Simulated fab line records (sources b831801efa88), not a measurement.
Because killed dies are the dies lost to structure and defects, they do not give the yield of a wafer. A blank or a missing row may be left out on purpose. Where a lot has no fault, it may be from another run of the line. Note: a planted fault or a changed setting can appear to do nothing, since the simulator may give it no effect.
Code-filled problem report in 8D (eight disciplines) form	flow sky130	the parts of the form that need people (team, actions taken, sign-off) are left out

## 1. WHAT IS WRONG
Wafers without a fault read 82 s, standard deviation 5.7; time-to-endpoint-s at SKY_CONTACT_CMP_04 reads a mean of 109 s on 3 wafers belonging to 3 lots. That puts it +4.7 standard deviations away from the usual mean.
The step: polishes SiO2.
The first sign was on wafer L388.6 at day 35 09:22, on cmp-01. The record has a number at this step for 36 wafers belonging to 13 lots. Rule for "out" (also "out of limits"): further than 4 standard deviations from the usual mean. The other wafers with a number count as sound.

## 2. WHAT IT IS; WHAT IT IS NOT
question	is	is not
which readings at this step	time-to-endpoint-s	motor-current-A
which lots	L387, L388, L389	L374, L375, L376, L377, L378, L380, L381, L382, L383, L394
which wafers of those lots	L387.6, L388.6, L389.6	L387.5, L388.4, L389.5
read on which tools	cmp-01	cmp-02
when	from day 35 09:22	up to then (28 sound wafers); but 5 sound wafers of L387, L389, L394 came after

## 3. THE SUSPECTS, EACH WITH WHAT RULES IT OUT
Counting: a tool at a process step up to the reading stays a suspect if it ran every lot that is out. Sound lots after the first of them don't rule it out here, since some wafers of a struck lot are sound.
- cmp-01 at SKY_CONTACT_CMP_04 (polishes SiO2): kept. It ran every lot that is out, first L388 (day 35 09:22); its last sound lot up to then is L382 (day 34 08:15). Its own readings are out on those wafers: time-to-endpoint-s.
The count leaves cmp-01 at SKY_CONTACT_CMP_04.

## 4. THE CAUSE (what the simulator had put in)
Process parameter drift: cmp-01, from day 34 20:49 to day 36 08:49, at SKY_CONTACT_CMP_04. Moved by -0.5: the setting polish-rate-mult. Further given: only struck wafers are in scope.
This tool alone remained once counting was done.

## 5. THE EFFECT CHAIN, in route order
Rows list readings where the struck wafers' mean (over those with a number) sits beyond 3 standard deviations from the usual. Only readings whose record carries a usual standard deviation are examined. hours: median over the lots of the time between each lot's start at the first step of this table that gives one and its start at this step. sigmas: the change, counted in usual standard deviations.
hours	step	reading	usual	on struck wafers	change	sigmas
0	SKY_CONTACT_CMP_04	time-to-endpoint-s	82 s	109	+27	+4.7
27	SKY_CONTACT_ETCH_17	oes-product-au	0.891 a.u.	0.990	+0.099	+19
337	SKY_PAD_OPEN_PROBE_99	killed-at-contacts	25	239	+214	+38
337	SKY_PAD_OPEN_PROBE_99	killed-dies	86	306	+220	+22
337	SKY_PAD_OPEN_PROBE_99	killed-on-rim	17	60	+43	+12
Process steps it contains:
- SKY_CONTACT_CMP_04: polishes SiO2.
- SKY_CONTACT_ETCH_17: etches SiO2 in C4F8/O2/Ar, stops on Si3N4, target depth 340 nm.
- SKY_PAD_OPEN_PROBE_99

## 6. WHAT WOULD HAVE CAUGHT IT SOONER
The fault began at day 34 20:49; the first out-of-limits reading in this record came at day 35 09:22, 13 hours later.
